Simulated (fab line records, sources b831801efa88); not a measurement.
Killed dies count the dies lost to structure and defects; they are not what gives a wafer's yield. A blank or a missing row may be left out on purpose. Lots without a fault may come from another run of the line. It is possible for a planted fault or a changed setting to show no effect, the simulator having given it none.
fab line records / flow sky130
record lots=15 wafers=45 last_day=50
route steps=708 shown SD_P@324
lots that met no fault: from a run of the same line without faults
start_h: the number of hours between the record's first day and the start of the first shown wafer of the lot / wait_h: time in hours since the lot's previous step / " as in the row above / L1.1+2: one row covering several wafers at once / - value missing, or start not given / * or withheld: withheld / < > ~ a bound
route shown NAME@n: a module of which the file shows steps, and the number in the route of the first / usual: mean/standard deviation of fault-free wafers / same: alike in all rows / chamber/n: place in a boat / sites: each site's reading / _std_site: the values' standard deviation / _edge_site: the outer-site mean with the inner-site mean subtracted / radius_mm: how far each site lies from the wafer's centre / mask NAME#n: copy n / behind: the most recent tool/chamber to have shaped the wafer / hold: why the lot went on hold/how many hours it stayed there/how the hold came to an end / device: whichever transistor did not switch (one of n, p or np) / end of line: tests run on the same wafers once the route is complete / where a step has no rows: the recipe by itself / killed: dies that structure and defects cost at the first sort, which is not the same as the wafer's yield / map: per-die view of a wafer (x killed, . not killed, _ where there is no die)
set.NAME: the setting as run; set.NAME@STEP: as run at that earlier step / model.NAME: the simulator's own value behind a step, which no gauge read
a sample of lots followed through the steps of the route, with each step as a table and each wafer as a row
services: the hour from which a tool's chamber was out of use, counted from the record's first day as start_h (under 0 if before that day), plus the number of hours and why
## steps
# step SKY_SD_P_EXPOSE_04
# recipe mask_id=PSDM na=0.6 source_shape=conventional sigma_outer=0.6 polarization=unpolarized target_cd_nm=380 dose_mj=138
# usual exposure_dose_mJ_cm2=137.97/0.13 focus_offset_nm=-0.1/0.55 na=0.6/0
lot.wafer=L356.4 tool=iline_stepper-01 chamber=0 start_h=571.57 wait_h=- mask=PSDM#0 exposure_dose_mJ_cm2=138.04 focus_offset_nm=0.7 na=0.6
lot.wafer=L356.5 tool=iline_stepper-01 chamber=0 start_h=571.57 wait_h=- mask=PSDM#0 exposure_dose_mJ_cm2=137.79 focus_offset_nm=0.2 na=0.6
lot.wafer=L356.6 tool=iline_stepper-01 chamber=0 start_h=571.57 wait_h=- mask=PSDM#0 exposure_dose_mJ_cm2=137.94 focus_offset_nm=0.1 na=0.6
lot.wafer=L358.1 tool=iline_stepper-01 chamber=0 start_h=586.30 wait_h=- mask=PSDM#0 exposure_dose_mJ_cm2=138.02 focus_offset_nm=-0.1 na=0.6
lot.wafer=L358.5 tool=iline_stepper-01 chamber=0 start_h=586.30 wait_h=- mask=PSDM#0 exposure_dose_mJ_cm2=137.97 focus_offset_nm=0.0 na=0.6
lot.wafer=L358.6 tool=iline_stepper-01 chamber=0 start_h=586.30 wait_h=- mask=PSDM#0 exposure_dose_mJ_cm2=138.06 focus_offset_nm=-1.0 na=0.6
lot.wafer=L357.1 tool=iline_stepper-01 chamber=0 start_h=586.41 wait_h=- mask=PSDM#0 exposure_dose_mJ_cm2=137.64 focus_offset_nm=0.9 na=0.6
lot.wafer=L357.4 tool=iline_stepper-01 chamber=0 start_h=586.41 wait_h=- mask=PSDM#0 exposure_dose_mJ_cm2=137.98 focus_offset_nm=0.0 na=0.6
lot.wafer=L357.5 tool=iline_stepper-01 chamber=0 start_h=586.41 wait_h=- mask=PSDM#0 exposure_dose_mJ_cm2=137.66 focus_offset_nm=-0.6 na=0.6
lot.wafer=L359.1 tool=iline_stepper-01 chamber=0 start_h=598.40 wait_h=- mask=PSDM#0 exposure_dose_mJ_cm2=138.00 focus_offset_nm=-0.3 na=0.6
lot.wafer=L359.3 tool=iline_stepper-01 chamber=0 start_h=598.40 wait_h=- mask=PSDM#0 exposure_dose_mJ_cm2=137.85 focus_offset_nm=-0.2 na=0.6
lot.wafer=L359.5 tool=iline_stepper-01 chamber=0 start_h=598.40 wait_h=- mask=PSDM#0 exposure_dose_mJ_cm2=138.17 focus_offset_nm=0.1 na=0.6
lot.wafer=L360.2 tool=iline_stepper-01 chamber=0 start_h=603.47 wait_h=- mask=PSDM#0 exposure_dose_mJ_cm2=137.96 focus_offset_nm=0.2 na=0.6
lot.wafer=L360.4 tool=iline_stepper-01 chamber=0 start_h=603.47 wait_h=- mask=PSDM#0 exposure_dose_mJ_cm2=138.18 focus_offset_nm=0.1 na=0.6
lot.wafer=L360.5 tool=iline_stepper-01 chamber=0 start_h=603.47 wait_h=- mask=PSDM#0 exposure_dose_mJ_cm2=137.99 focus_offset_nm=-1.1 na=0.6
lot.wafer=L362.1 tool=iline_stepper-02 chamber=0 start_h=630.67 wait_h=- mask=PSDM#0 exposure_dose_mJ_cm2=137.81 focus_offset_nm=0.9 na=0.6
lot.wafer=L362.3 tool=iline_stepper-02 chamber=0 start_h=630.67 wait_h=- mask=PSDM#0 exposure_dose_mJ_cm2=138.08 focus_offset_nm=0.3 na=0.6
lot.wafer=L362.5 tool=iline_stepper-02 chamber=0 start_h=630.67 wait_h=- mask=PSDM#0 exposure_dose_mJ_cm2=137.99 focus_offset_nm=-0.2 na=0.6
lot.wafer=L363.2 tool=iline_stepper-02 chamber=0 start_h=635.21 wait_h=- mask=PSDM#0 exposure_dose_mJ_cm2=138.18 focus_offset_nm=-0.9 na=0.6
lot.wafer=L363.3 tool=iline_stepper-02 chamber=0 start_h=635.21 wait_h=- mask=PSDM#0 exposure_dose_mJ_cm2=138.11 focus_offset_nm=-0.8 na=0.6
lot.wafer=L363.4 tool=iline_stepper-02 chamber=0 start_h=635.21 wait_h=- mask=PSDM#0 exposure_dose_mJ_cm2=138.17 focus_offset_nm=-0.5 na=0.6
lot.wafer=L364.3 tool=iline_stepper-01 chamber=0 start_h=647.00 wait_h=- mask=PSDM#0 exposure_dose_mJ_cm2=138.02 focus_offset_nm=-1.2 na=0.6
lot.wafer=L364.4 tool=iline_stepper-01 chamber=0 start_h=647.00 wait_h=- mask=PSDM#0 exposure_dose_mJ_cm2=137.93 focus_offset_nm=-0.7 na=0.6
lot.wafer=L364.6 tool=iline_stepper-01 chamber=0 start_h=647.00 wait_h=- mask=PSDM#0 exposure_dose_mJ_cm2=137.84 focus_offset_nm=-0.5 na=0.6
lot.wafer=L365.1 tool=iline_stepper-01 chamber=0 start_h=652.92 wait_h=- mask=PSDM#0 exposure_dose_mJ_cm2=137.98 focus_offset_nm=1.0 na=0.6
lot.wafer=L365.2 tool=iline_stepper-01 chamber=0 start_h=652.92 wait_h=- mask=PSDM#0 exposure_dose_mJ_cm2=138.06 focus_offset_nm=0.9 na=0.6
lot.wafer=L365.3 tool=iline_stepper-01 chamber=0 start_h=652.92 wait_h=- mask=PSDM#0 exposure_dose_mJ_cm2=137.99 focus_offset_nm=-0.5 na=0.6
lot.wafer=L366.2 tool=iline_stepper-01 chamber=0 start_h=656.19 wait_h=- mask=PSDM#0 exposure_dose_mJ_cm2=137.66 focus_offset_nm=-0.5 na=0.6
lot.wafer=L366.3 tool=iline_stepper-01 chamber=0 start_h=656.19 wait_h=- mask=PSDM#0 exposure_dose_mJ_cm2=138.07 focus_offset_nm=-0.2 na=0.6
lot.wafer=L366.6 tool=iline_stepper-01 chamber=0 start_h=656.19 wait_h=- mask=PSDM#0 exposure_dose_mJ_cm2=138.03 focus_offset_nm=0.1 na=0.6
lot.wafer=L368.2 tool=iline_stepper-02 chamber=0 start_h=671.84 wait_h=- mask=PSDM#0 exposure_dose_mJ_cm2=137.88 focus_offset_nm=-1.2 na=0.6
lot.wafer=L368.3 tool=iline_stepper-02 chamber=0 start_h=671.84 wait_h=- mask=PSDM#0 exposure_dose_mJ_cm2=137.82 focus_offset_nm=-1.1 na=0.6
lot.wafer=L368.4 tool=iline_stepper-02 chamber=0 start_h=671.84 wait_h=- mask=PSDM#0 exposure_dose_mJ_cm2=138.09 focus_offset_nm=0.2 na=0.6
lot.wafer=L372.1 tool=iline_stepper-01 chamber=0 start_h=707.20 wait_h=- mask=PSDM#0 exposure_dose_mJ_cm2=137.79 focus_offset_nm=0.0 na=0.6
lot.wafer=L372.2 tool=iline_stepper-01 chamber=0 start_h=707.20 wait_h=- mask=PSDM#0 exposure_dose_mJ_cm2=138.13 focus_offset_nm=0.1 na=0.6
lot.wafer=L372.5 tool=iline_stepper-01 chamber=0 start_h=707.20 wait_h=- mask=PSDM#0 exposure_dose_mJ_cm2=138.06 focus_offset_nm=1.1 na=0.6
lot.wafer=L376.1 tool=iline_stepper-02 chamber=- start_h=739.10 wait_h=- mask=PSDM#0 exposure_dose_mJ_cm2=- focus_offset_nm=- na=-
lot.wafer=L376.3 tool=iline_stepper-02 chamber=- start_h=739.10 wait_h=- mask=PSDM#0 exposure_dose_mJ_cm2=- focus_offset_nm=- na=-
lot.wafer=L376.4 tool=iline_stepper-02 chamber=- start_h=739.10 wait_h=- mask=PSDM#0 exposure_dose_mJ_cm2=- focus_offset_nm=- na=-
lot.wafer=L377.4 tool=iline_stepper-02 chamber=- start_h=745.44 wait_h=- mask=PSDM#0 exposure_dose_mJ_cm2=- focus_offset_nm=- na=-
lot.wafer=L377.5 tool=iline_stepper-02 chamber=- start_h=745.44 wait_h=- mask=PSDM#0 exposure_dose_mJ_cm2=- focus_offset_nm=- na=-
lot.wafer=L377.6 tool=iline_stepper-02 chamber=- start_h=745.44 wait_h=- mask=PSDM#0 exposure_dose_mJ_cm2=- focus_offset_nm=- na=-
lot.wafer=L378.1 tool=iline_stepper-02 chamber=- start_h=754.18 wait_h=- mask=PSDM#0 exposure_dose_mJ_cm2=- focus_offset_nm=- na=-
lot.wafer=L378.4 tool=iline_stepper-02 chamber=- start_h=754.18 wait_h=- mask=PSDM#0 exposure_dose_mJ_cm2=- focus_offset_nm=- na=-
lot.wafer=L378.6 tool=iline_stepper-02 chamber=- start_h=754.18 wait_h=- mask=PSDM#0 exposure_dose_mJ_cm2=- focus_offset_nm=- na=-
## services
tool=iline_stepper-02 chamber=- start_h=557.01 hours=1.7 kind=pm
tool=iline_stepper-02 chamber=- start_h=558.68 hours=4.4 kind=pm
tool=iline_stepper-01 chamber=- start_h=574.17 hours=2.1 kind=pm
tool=iline_stepper-01 chamber=- start_h=576.25 hours=- kind=consumable_replace:lamp
tool=iline_stepper-01 chamber=0 start_h=583.04 hours=- kind=calibration
tool=iline_stepper-02 chamber=- start_h=585.85 hours=11.3 kind=repair
tool=iline_stepper-02 chamber=- start_h=655.06 hours=4.5 kind=repair
tool=iline_stepper-02 chamber=0 start_h=658.48 hours=- kind=calibration
tool=iline_stepper-01 chamber=- start_h=669.02 hours=4.3 kind=pm
tool=iline_stepper-01 chamber=- start_h=748.02 hours=1.7 kind=pm
## key
first_sign step=SKY_SD_P_EXPOSE_04 reading=tool_record direction=missing
effect none on later readings
met_at SKY_SD_P_EXPOSE_04
struck_lots L376,L377,L378
sort_left_out L376.1,L376.3,L376.4,L377.4,L377.5,L377.6,L378.1,L378.4,L378.6
tester_left_out L376,L377,L378
onset_between 671.84 739.10
fault kind=skipped_step_whole tool=iline_stepper-02 chamber=- onset_h=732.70 steps=SKY_SD_P_EXPOSE_04 scope=struck_lots_only
# tester_left_out: of these lots the tester's yield and bins aren't shown, on N5 and GAA mostly nor the transistor test; their killed dies are dies lost to structure and defects alone, not to doping, threshold or leakage, so they don't give the yield
# sort_left_out: the simulated sort isn't trusted on such a fault, so these wafers' sort isn't shown, and their yield isn't known
